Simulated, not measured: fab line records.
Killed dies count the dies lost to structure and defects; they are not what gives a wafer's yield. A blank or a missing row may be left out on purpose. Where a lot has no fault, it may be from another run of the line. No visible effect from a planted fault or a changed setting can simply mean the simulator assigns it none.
Chamber matching	flow sky130	SKY_CAP2M_CVD_00 on pecvd-03: 3 sister chambers
The step deposits SiO2, target thk 15.5 nm. 6 wafers are shown with their chamber, then 9 later ones without.

WAFERS, EACH WITH ITS CHAMBER
wafer	chamber	heater-power-w (W)
L076.4	0	689
L086.5	1	679
L088.3	0	730
L090.2	1	665
L090.3	2	691
L090.4	2	684

WAFERS WITHOUT THEIR CHAMBER
wafer	heater-power-w (W)
L095.1	582
L095.2	680
L095.3	726
L095.4	595
L095.5	751
L095.6	682
L097.3	679
L097.5	608
L097.6	647

EACH ONE'S CHAMBER
wafer	from the rows above	in truth
L095.1	can't be placed: 1 or 2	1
L095.2	can't be placed: 2 or 1 or 0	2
L095.3	can't be placed: 0 or 2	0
L095.4	can't be placed: 1 or 2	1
L095.5	can't be placed: 0 or 2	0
L095.6	can't be placed: 2 or 1 or 0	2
L097.3	can't be placed: 1 or 2 or 0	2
L097.5	can't be placed: 1 or 2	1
L097.6	can't be placed: 1 or 2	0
0 of 9 placed correctly. From these rows, 9 cannot be placed; in 8 the true chamber is one of the candidates. Number placed wrongly: 0.
How it was worked out, from the rows above alone: a wafer's distance from a chamber is the root of the sum, over the readings, of the square of ((its reading less the chamber's mean) divided by the reading's scatter). The wafer belongs to the nearest chamber; if the next one is less than 2 further off, it can't be placed. A chamber's mean is the mean of its shown wafers. The scatter: take each reading less its chamber's mean, square it, sum over the shown wafers, divide by the number of wafers less the number of chambers, and take the root.
